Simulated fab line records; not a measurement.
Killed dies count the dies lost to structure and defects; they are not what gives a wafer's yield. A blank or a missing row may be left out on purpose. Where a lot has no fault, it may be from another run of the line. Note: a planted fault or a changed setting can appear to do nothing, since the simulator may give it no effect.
fab line records + flow gf180mcu + part 2 of 2: steps 25 to 34 of 34
record
- lots=5
- wafers=15
- last-day=34
route steps=602 shown POLY_GATE@163 HV_LDD@176
lots that met no fault: taken from a fault-free run of the same line
start-h: start of the lot's first displayed wafer, in hours after the record's first day + wait-h: how many hours have passed since the lot's step before this one + " repeats the value in the row above + L1.1+2: one row covering several wafers at once + - no value, or no start was given + * or withheld: withheld + < > ~ a bound
route shown NAME@n: a module of which the file shows steps, and the number in the route of the first + usual: the fault-free wafers' mean and standard deviation + same: alike in all rows + chamber/n: place in a boat + sites: each site's reading + _std_site: how widely they spread, as a standard deviation + _edge_site: outer sites' mean less inner sites' + radius-mm: for every site, how far away it sits from the centre of the wafer + mask NAME#n: copy n + behind: tool/chamber where the wafer was last shaped + hold: cause of the lot's hold/its duration in hours/its outcome + device: the transistor (n, p or np) that didn't switch + end of line: the same wafers' tests at the end of the route + where a step has no rows: the recipe by itself + killed: dies that structure and defects cost at the first sort, which is not the same as the wafer's yield + map: dies across one wafer; x = killed, . = not, _ = none there
set.NAME: the setting that was run; set.NAME@STEP: the one run at that earlier step + model.NAME: the simulator's own value behind a step, which no gauge read
lots at selected steps of the route; one table per step, one row per wafer
services: when a tool's chamber went out of use (start-h, in hours from the record's first day, below 0 if earlier), for how many hours, and the reason
## steps
# step GF_HV_LDD_TW_MEAS_11
# usual
- HV_LDD_TW=2408/13
| lot.wafer | tool          | chamber | start-h | wait-h | HV_LDD_TW |
|-----------|---------------|---------|---------|--------|-----------|
| L075.1    | film-metro-01 | -       | 226.60  | 0.1    | 2402      |
| L075.4    | "             | -       | "       | "      | 2401      |
| L075.6    | "             | -       | "       | "      | 2405      |
| L091.1    | film-metro-01 | -       | 349.66  | 0.1    | 2402      |
| L091.3    | "             | -       | "       | "      | 2410      |
| L091.5    | "             | -       | "       | "      | 2400      |
| L094.1    | film-metro-04 | -       | 378.39  | 0.1    | 2429      |
| L094.3    | "             | -       | "       | "      | 2428      |
| L094.4    | "             | -       | "       | "      | 2432      |
| L095.1    | film-metro-01 | -       | 378.69  | 0.1    | 2410      |
| L095.2    | "             | -       | "       | "      | 2420      |
| L095.4    | "             | -       | "       | "      | 2399      |
| L096.1    | film-metro-01 | -       | 389.54  | 0.1    | 2396      |
| L096.2    | "             | -       | "       | "      | 2392      |
| L096.6    | "             | -       | "       | "      | 2381      |
# step GF_HV_LDD_DEHYDRATE_12
# recipe
- temp-c=200
- time-s=60
# usual
- resist-line-temp-C=22.98/0.11
| lot.wafer | tool           | chamber | start-h | wait-h | resist-line-temp-C |
|-----------|----------------|---------|---------|--------|--------------------|
| L075.1    | litho-track-04 | 0       | 235.44  | 8.8    | 23.15              |
| L075.4    | "              | 0       | "       | "      | 22.75              |
| L075.6    | "              | 0       | "       | "      | 23.00              |
| L091.1    | litho-track-01 | 0       | 360.06  | 10.4   | 22.89              |
| L091.3    | "              | 0       | "       | "      | 22.99              |
| L091.5    | "              | 0       | "       | "      | 22.97              |
| L094.1    | litho-track-01 | 0       | 389.11  | 10.7   | 22.91              |
| L094.3    | "              | 0       | "       | "      | 23.01              |
| L094.4    | "              | 0       | "       | "      | 22.87              |
| L095.1    | litho-track-02 | 0       | 389.38  | 10.7   | 23.12              |
| L095.2    | "              | 0       | "       | "      | 23.02              |
| L095.4    | "              | 0       | "       | "      | 22.94              |
| L096.1    | litho-track-01 | 0       | 400.71  | 11.2   | 23.18              |
| L096.2    | "              | 0       | "       | "      | 23.24              |
| L096.6    | "              | 0       | "       | "      | 23.10              |
# step GF_HV_LDD_HMDS_13
# recipe
- prime-time-s=60
- prime-temp-c=120
# usual
- prime-temp-c=120.00/0.13
- resist-line-temp-C=22.98/0.12
# same
- prime-time-s=60
| lot.wafer | tool           | chamber | start-h | wait-h | prime-temp-c | resist-line-temp-C |
|-----------|----------------|---------|---------|--------|--------------|--------------------|
| L075.1    | litho-track-04 | 0       | 235.59  | 0.1    | 120.22       | 22.89              |
| L075.4    | "              | 0       | "       | "      | 120.15       | 22.94              |
| L075.6    | "              | 0       | "       | "      | 120.34       | 22.92              |
| L091.1    | litho-track-01 | 0       | 360.21  | 0.1    | 120.12       | 23.07              |
| L091.3    | "              | 0       | "       | "      | 120.01       | 23.08              |
| L091.5    | "              | 0       | "       | "      | 119.90       | 23.03              |
| L094.1    | litho-track-01 | 0       | 389.26  | 0.1    | 120.05       | 22.96              |
| L094.3    | "              | 0       | "       | "      | 119.99       | 22.91              |
| L094.4    | "              | 0       | "       | "      | 119.96       | 23.02              |
| L095.1    | litho-track-02 | 0       | 389.53  | 0.1    | 120.12       | 23.16              |
| L095.2    | "              | 0       | "       | "      | 119.92       | 22.96              |
| L095.4    | "              | 0       | "       | "      | 119.90       | 23.09              |
| L096.1    | litho-track-01 | 0       | 400.86  | 0.1    | 119.93       | 23.00              |
| L096.2    | "              | 0       | "       | "      | 120.07       | 23.05              |
| L096.6    | "              | 0       | "       | "      | 120.18       | 22.92              |
# step GF_HV_LDD_COAT_14
# recipe
- resist=NOVOLAK
- spin-rpm=3000
- resist-thk-nm=1000
# usual
- dispense-pressure-kPa=48/3.3
- resist-line-temp-C=23.01/0.096
| lot.wafer | tool           | chamber | start-h | wait-h | dispense-pressure-kPa | resist-line-temp-C |
|-----------|----------------|---------|---------|--------|-----------------------|--------------------|
| L075.1    | litho-track-04 | 0       | 235.74  | 0.1    | 52                    | 22.98              |
| L075.4    | "              | 0       | "       | "      | 52                    | 23.12              |
| L075.6    | "              | 0       | "       | "      | 52                    | 23.02              |
| L091.1    | litho-track-01 | 0       | 360.36  | 0.1    | 49                    | 23.04              |
| L091.3    | "              | 0       | "       | "      | 49                    | 23.15              |
| L091.5    | "              | 0       | "       | "      | 49                    | 23.24              |
| L094.1    | litho-track-01 | 0       | 389.41  | 0.1    | 49                    | 22.98              |
| L094.3    | "              | 0       | "       | "      | 49                    | 22.85              |
| L094.4    | "              | 0       | "       | "      | 49                    | 22.89              |
| L095.1    | litho-track-02 | 0       | 389.68  | 0.1    | 44                    | 22.95              |
| L095.2    | "              | 0       | "       | "      | 44                    | 22.91              |
| L095.4    | "              | 0       | "       | "      | 44                    | 23.01              |
| L096.1    | litho-track-01 | 0       | 401.01  | 0.1    | 49                    | 23.08              |
| L096.2    | "              | 0       | "       | "      | 49                    | 23.10              |
| L096.6    | "              | 0       | "       | "      | 49                    | 23.10              |
# step GF_HV_LDD_SOFTBAKE_15
# recipe
- temp-c=90
- time-s=60
- resist=NOVOLAK
# usual
- resist-line-temp-C=23.00/0.1
| lot.wafer | tool           | chamber | start-h | wait-h | resist-line-temp-C |
|-----------|----------------|---------|---------|--------|--------------------|
| L075.1    | litho-track-04 | 0       | 235.89  | 0.1    | 22.99              |
| L075.4    | "              | 0       | "       | "      | 22.93              |
| L075.6    | "              | 0       | "       | "      | 22.87              |
| L091.1    | litho-track-01 | 0       | 360.51  | 0.1    | 23.01              |
| L091.3    | "              | 0       | "       | "      | 23.16              |
| L091.5    | "              | 0       | "       | "      | 23.00              |
| L094.1    | litho-track-01 | 0       | 389.56  | 0.1    | 23.06              |
| L094.3    | "              | 0       | "       | "      | 23.15              |
| L094.4    | "              | 0       | "       | "      | 23.05              |
| L095.1    | litho-track-02 | 0       | 389.83  | 0.1    | 22.93              |
| L095.2    | "              | 0       | "       | "      | 23.03              |
| L095.4    | "              | 0       | "       | "      | 23.08              |
| L096.1    | litho-track-01 | 0       | 401.16  | 0.1    | 22.88              |
| L096.2    | "              | 0       | "       | "      | 23.08              |
| L096.6    | "              | 0       | "       | "      | 22.90              |
# step GF_HV_LDD_EXPOSE_16
# recipe
- mask-id=Pplus_LV_AREA
- target-cd-nm=400
- na=0.6
- source-shape=conventional
- sigma-outer=0.6
- dose-mj=140
# same
- sigma-outer=0.6
| lot.wafer  | tool             | chamber | start-h | wait-h | mask            |
|------------|------------------|---------|---------|--------|-----------------|
| L075.1+4+6 | iline-stepper-01 | 0       | -       | -      | Pplus_LV_AREA#0 |
| L091.1+3+5 | iline-stepper-02 | 0       | -       | -      | Pplus_LV_AREA#0 |
| L094.1+3+4 | iline-stepper-02 | 0       | -       | -      | Pplus_LV_AREA#0 |
| L095.1+2+4 | iline-stepper-02 | 0       | -       | -      | Pplus_LV_AREA#0 |
| L096.1+2+6 | iline-stepper-02 | 0       | -       | -      | Pplus_LV_AREA#0 |
# step GF_HV_LDD_PEB_17
# recipe
- temp-c=withheld
- time-s=*
- resist=NOVOLAK
# usual
- resist-line-temp-C=*
| lot.wafer | tool           | chamber | start-h | wait-h | resist-line-temp-C |
|-----------|----------------|---------|---------|--------|--------------------|
| L075.1    | litho-track-04 | 0       | -       | -      | *                  |
| L075.4    | "              | 0       | "       | "      | *                  |
| L075.6    | "              | 0       | "       | "      | *                  |
| L091.1    | litho-track-01 | 0       | -       | -      | *                  |
| L091.3    | "              | 0       | "       | "      | *                  |
| L091.5    | "              | 0       | "       | "      | *                  |
| L094.1    | litho-track-04 | 0       | -       | -      | *                  |
| L094.3    | "              | 0       | "       | "      | *                  |
| L094.4    | "              | 0       | "       | "      | *                  |
| L095.1    | litho-track-02 | 0       | -       | -      | *                  |
| L095.2    | "              | 0       | "       | "      | *                  |
| L095.4    | "              | 0       | "       | "      | *                  |
| L096.1    | litho-track-01 | 0       | -       | -      | *                  |
| L096.2    | "              | 0       | "       | "      | *                  |
| L096.6    | "              | 0       | "       | "      | *                  |
# step GF_HV_LDD_DEVELOP_18
# recipe
- develop-time-s=60
- dev-temp-c=23
# usual
- resist-line-temp-C=23.00/0.11
| lot.wafer | tool           | chamber | start-h | wait-h | resist-line-temp-C |
|-----------|----------------|---------|---------|--------|--------------------|
| L075.1    | litho-track-04 | 0       | 244.84  | 0.1    | 23.04              |
| L075.4    | "              | 0       | "       | "      | 22.95              |
| L075.6    | "              | 0       | "       | "      | 22.96              |
| L091.1    | litho-track-01 | 0       | 371.96  | 0.1    | 23.15              |
| L091.3    | "              | 0       | "       | "      | 23.04              |
| L091.5    | "              | 0       | "       | "      | 22.95              |
| L094.1    | litho-track-04 | 0       | 401.34  | 0.1    | 22.83              |
| L094.3    | "              | 0       | "       | "      | 23.00              |
| L094.4    | "              | 0       | "       | "      | 22.73              |
| L095.1    | litho-track-02 | 0       | 401.53  | 0.1    | 23.20              |
| L095.2    | "              | 0       | "       | "      | 22.95              |
| L095.4    | "              | 0       | "       | "      | 23.15              |
| L096.1    | litho-track-01 | 0       | 412.96  | 0.1    | 23.04              |
| L096.2    | "              | 0       | "       | "      | 23.20              |
| L096.6    | "              | 0       | "       | "      | 22.98              |
# step GF_HV_LDD_CD_MEAS_19
# recipe
- target-cd-nm=400
# usual
- cd-nm=399.7/2.6
| lot.wafer | tool      | chamber | start-h | wait-h | cd-nm |
|-----------|-----------|---------|---------|--------|-------|
| L075.1    | cd-sem-01 | -       | 244.99  | 0.1    | 402.0 |
| L075.4    | "         | -       | "       | "      | 403.4 |
| L075.6    | "         | -       | "       | "      | 404.5 |
| L091.1    | cd-sem-02 | -       | 372.11  | 0.1    | 401.2 |
| L091.3    | "         | -       | "       | "      | 400.3 |
| L091.5    | "         | -       | "       | "      | 400.9 |
| L094.1    | cd-sem-01 | -       | 401.49  | 0.1    | 399.6 |
| L094.3    | "         | -       | "       | "      | 397.8 |
| L094.4    | "         | -       | "       | "      | 397.7 |
| L095.1    | cd-sem-01 | -       | 401.68  | 0.1    | 399.2 |
| L095.2    | "         | -       | "       | "      | 397.3 |
| L095.4    | "         | -       | "       | "      | 396.3 |
| L096.1    | cd-sem-01 | -       | 413.19  | 0.2    | 402.1 |
| L096.2    | "         | -       | "       | "      | 402.1 |
| L096.6    | "         | -       | "       | "      | 404.1 |
# step GF_HV_LDD_OVL_MEAS_20
# usual
- HV_LDD_01_OVL=-2.0/1.5
| lot.wafer | tool       | chamber | start-h | wait-h | HV_LDD_01_OVL[nm] |
|-----------|------------|---------|---------|--------|-------------------|
| L075.1    | overlay-01 | -       | 245.11  | 0.1    | -0.3              |
| L075.4    | "          | -       | "       | "      | -0.9              |
| L075.6    | "          | -       | "       | "      | -0.3              |
| L091.1    | overlay-01 | -       | 372.23  | 0.1    | -3.2              |
| L091.3    | "          | -       | "       | "      | -5.1              |
| L091.5    | "          | -       | "       | "      | -4.0              |
| L094.1    | overlay-01 | -       | 401.61  | 0.1    | -2.5              |
| L094.3    | "          | -       | "       | "      | -4.4              |
| L094.4    | "          | -       | "       | "      | -3.8              |
| L095.1    | overlay-01 | -       | 401.80  | 0.1    | -0.9              |
| L095.2    | "          | -       | "       | "      | -2.7              |
| L095.4    | "          | -       | "       | "      | -3.6              |
| L096.1    | overlay-01 | -       | 413.31  | 0.1    | -2.2              |
| L096.2    | "          | -       | "       | "      | -2.3              |
| L096.6    | "          | -       | "       | "      | 0.8               |
## services
| tool             | chamber | start-h | hours | kind   |
|------------------|---------|---------|-------|--------|
| iline-stepper-01 | -       | 181.03  | 1.7   | pm     |
| furnace-01       | -       | 196.51  | 10.9  | pm     |
| krf-scanner-02   | -       | 198.93  | 1.3   | pm     |
| iline-stepper-01 | -       | 209.10  | 16.0  | repair |
| krf-scanner-02   | -       | 213.76  | 0.8   | pm     |
| krf-scanner-02   | -       | 226.68  | 11.6  | pm     |
| rie-si-02        | 3       | 234.88  | 3.3   | repair |
| krf-scanner-02   | -       | 238.23  | 1.0   | pm     |
| rie-diel-01      | -       | 244.05  | 10.1  | repair |
| plasma-asher-01  | -       | 273.24  | 0.6   | repair |
| rie-si-02        | 2       | 273.40  | 11.6  | repair |
| iline-stepper-01 | -       | 276.26  | 8.9   | pm     |
| plasma-asher-02  | -       | 278.50  | 2.2   | repair |
| rie-si-02        | 2       | 287.63  | 1.2   | repair |
| furnace-01       | -       | 290.24  | 3.3   | pm     |
| iline-stepper-02 | -       | 297.09  | 1.7   | pm     |
| rie-diel-01      | 2       | 302.99  | 7.6   | repair |
| rie-diel-01      | 0       | 309.43  | 2.7   | repair |
| rie-diel-01      | 0       | 315.13  | 5.3   | repair |
| plasma-asher-01  | -       | 319.56  | 0.4   | repair |
| plasma-asher-02  | -       | 328.62  | 10.0  | pm     |
| krf-scanner-02   | -       | 330.46  | 4.2   | repair |
| iline-stepper-02 | -       | 349.55  | 1.4   | repair |
| furnace-01       | -       | 361.21  | 3.6   | pm     |
